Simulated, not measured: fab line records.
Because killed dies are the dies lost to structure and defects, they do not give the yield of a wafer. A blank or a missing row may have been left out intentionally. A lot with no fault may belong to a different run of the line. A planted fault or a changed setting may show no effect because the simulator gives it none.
Which of the tools did it?	flow gf180mcu	39 wafers from 13 lots sampled at 5 of the route's 602 steps

== WHAT EACH GAUGE READ, for each wafer ==
GF_MVSD_OVL_MEAS_07.
lot	measured	on	MVSD_OVL (nm)
L984	day 4 10:53	overlay-01	1.8 1.7 2.8
L985	day 4 16:35	overlay-02	0.1 -0.4 1.1
L986	day 4 22:41	overlay-02	2.2 3.9 2.1
L987	day 5 04:17	overlay-01	0.4 0.8 1.4
L989	day 5 15:12	overlay-02	-0.3 0.7 0.3
L991	day 6 01:38	overlay-01	1.8 0.9 1.9
L993	day 6 16:41	overlay-01	-0.5 2.9 0.6
L994	day 6 20:50	overlay-01	1.5 1.6 -0.4
L996	day 7 08:38	overlay-01	2.4 1.0 2.9
L997	day 7 14:20	overlay-01	0.6 1.6 2.2
L103	day 9 00:59	overlay-01	-0.8 0.0 0.0
L104	day 9 06:32	overlay-02	- - -
L105	day 9 10:56	overlay-01	- - -

GF_VT_IMPLANT_RS_MEAS_46: the measuring method here is four-point-probe.
lot	measured	on	MVSD_RS (ohm/sq)
L984	day 7 12:57	film metro-02	455.4 455.4 455.3
L985	day 7 19:55	film metro-02	458.1 458.1 458.4
L986	day 8 01:57	film metro-04	457.2 457.4 457.1
L987	day 8 08:48	film metro-03	457.7 456.8 456.2
L989	day 8 21:39	film metro-04	458.4 458.1 457.5
L991	day 9 11:08	film metro-03	457.8 458.5 456.8
L993	day 10 02:23	film metro-04	457.3 457.0 457.1
L994	day 10 07:50	film metro-02	458.5 456.9 457.9
L996	day 10 21:05	film metro-02	456.6 456.2 456.2
L997	day 11 02:03	film metro-03	457.9 456.5 457.7
L103	day 12 20:56	film metro-04	457.8 456.5 456.8
L104	day 13 03:47	film metro-03	456.9 458.5 455.3
L105	day 13 09:46	film metro-04	456.0 455.9 456.9

== EACH LOT AND THE TOOL THAT RAN IT (in order: tool; ch and the chambers of the sampled wafers; start) ==
lot	GF_STI_STRIP_15	GF_MVSD_DEVELOP_06	GF_MVPSD_STRIP_10
L984	plasma asher-03 ch 0,1, day 2 02:25	litho track-02 ch 0, day 4 10:00	plasma asher-04 ch 0,1, day 5 01:16
L985	plasma asher-01 ch 0,1, day 2 06:32	litho track-03 ch 0, day 4 16:00	plasma asher-03 ch 0,1, day 5 08:04
L986	plasma asher-02 ch 0,1, day 2 12:36	litho track-02 ch 0, day 4 22:00	plasma asher-01 ch 0,1, day 5 13:38
L987	plasma asher-02 ch 0,1, day 2 17:24	litho track-02 ch 0, day 5 04:00	plasma asher-04 ch 0,1, day 5 18:35
L989	plasma asher-02 ch 0,1, day 3 03:45	litho track-01 ch 0, day 5 15:00	plasma asher-03 ch 0,1, day 6 06:46
L991	plasma asher-02 ch 0,1, day 3 13:54	litho track-01 ch 0, day 6 01:00	plasma asher-03 ch 0,1, day 6 17:41
L993	plasma asher-02 ch 0,1, day 4 01:01	litho track-03 ch 0, day 6 16:00	plasma asher-01 ch 0,1, day 7 08:46
L994	plasma asher-01 ch 0,1, day 4 04:58	litho track-01 ch 0, day 6 20:00	plasma asher-03 ch 0,1, day 7 13:02
L996	plasma asher-02 ch 0,1, day 4 15:24	litho track-03 ch 0, day 7 08:00	plasma asher-03 ch 0,1, day 8 00:53
L997	plasma asher-03 ch 0,1, day 4 21:33	litho track-02 ch 0, day 7 14:00	plasma asher-04 ch 1, day 8 06:05
L103	plasma asher-01 ch 0,1, day 6 03:02	litho track-02 ch 0, day 9 00:00	plasma asher-04 ch 0,1, day 9 18:40
L104	plasma asher-02 ch 0,1, day 6 09:06	litho track-01 ch 0, day 9 06:00	plasma asher-04 ch 0,1, day 10 00:34
L105	plasma asher-02 ch 0,1, day 6 14:12	litho track-01 ch 0, day 9 10:00	plasma asher-01 ch 0,1, day 10 04:35
- GF_STI_STRIP_15: strips in O2/N2.
- GF_MVSD_DEVELOP_06: develop time 60 s.
- GF_MVPSD_STRIP_10: strips in O2/N2.

== AS READ BY THE TOOLS THEMSELVES (means over the sampled wafers that have a number; for cases with no such wafer, the mark the record gives instead) ==
GF_STI_STRIP_15.
lot	tool	drypump motor current A (A)	heater power w (W)	oes product au (a.u.)	strip time to endpoint s (s)
L984	plasma asher-03	6.2	339	0.389	3.80
L985	plasma asher-01	5.7	330	0.379	3.74
L986	plasma asher-02	5.7	330	0.383	3.73
L987	plasma asher-02	6.0	330	0.383	3.72
L989	plasma asher-02	6.0	329	0.379	3.65
L991	plasma asher-02	6.1	332	0.385	3.67
L993	plasma asher-02	5.7	329	0.379	3.70
L994	plasma asher-01	5.7	332	0.383	3.71
L996	plasma asher-02	5.7	333	0.384	3.72
L997	plasma asher-03	6.1	339	0.381	3.70
L103	plasma asher-01	5.6	342	0.380	3.72
L104	plasma asher-02	5.6	326	0.383	3.67
L105	plasma asher-02	6.1	331	0.388	3.75

GF_MVSD_DEVELOP_06.
lot	tool	chill plate temp C (C)
L984	litho track-02	23.03
L985	litho track-03	23.23
L986	litho track-02	22.73
L987	litho track-02	23.08
L989	litho track-01	23.02
L991	litho track-01	23.02
L993	litho track-03	22.99
L994	litho track-01	23.03
L996	litho track-03	23.06
L997	litho track-02	22.87
L103	litho track-02	23.03
L104	litho track-01	23.12
L105	litho track-01	22.94

GF_MVPSD_STRIP_10.
lot	tool	drypump motor current A (A)	heater power w (W)	oes product au (a.u.)	strip time to endpoint s (s)
L984	plasma asher-04	5.7	287	0.722	36.88
L985	plasma asher-03	6.1	307	0.721	36.91
L986	plasma asher-01	5.6	342	0.725	36.93
L987	plasma asher-04	5.2	292	0.726	36.96
L989	plasma asher-03	6.2	321	0.722	36.87
L991	plasma asher-03	6.1	329	0.722	37.01
L993	plasma asher-01	5.6	340	0.722	36.94
L994	plasma asher-03	6.2	319	0.723	36.90
L996	plasma asher-03	6.0	291	0.719	37.02
L997	plasma asher-04	6.0	281	0.722	37.02
L103	plasma asher-04	5.2	292	0.722	37.01
L104	plasma asher-04	5.7	289	0.723	36.84
L105	plasma asher-01	5.6	326	0.722	37.00

== THE ANSWER, worked out from the rows above alone ==
Rule: the usual values come from the lots themselves. The widest of any qualifying gaps counts: lots, ordered by their means at a reading, are off when they make up no more than a third of the lots, leave a main group of 4 or more, and stand apart from it by 3 or more times the standard deviation of that group's means. A main group is skipped when, at the precision printed for the reading in the tables above, its means are all equal. Also off: a lot with no number at a reading for which 4 or more lots have one. All remaining lots with rows at the step are treated as sound. Order of review: gauges by route order, followed by the tools' own readings, for which a lot's mean as printed above is used. At the first step where some lot is off, the reading lying furthest off is the one used; lots without a number count as furthest.
Off: L104, L105, seen at GF_MVSD_OVL_MEAS_07 (MVSD_OVL). Without a number there: L104, L105. Mean 1.2 nm and standard deviation 0.87 in the main group.
If a tool, at a process step before that reading, ran all the lots that are off and no sound lot after the first of them, it fits. The gauges at GF_MVSD_OVL_MEAS_07 are tried like those tools. 2 tools fit, plasma asher-02 at GF_STI_STRIP_15 and litho track-01 at GF_MVSD_DEVELOP_06, so this cannot tell which one it is.

== WHAT HAD BEEN PUT IN BY THE SIMULATOR ==
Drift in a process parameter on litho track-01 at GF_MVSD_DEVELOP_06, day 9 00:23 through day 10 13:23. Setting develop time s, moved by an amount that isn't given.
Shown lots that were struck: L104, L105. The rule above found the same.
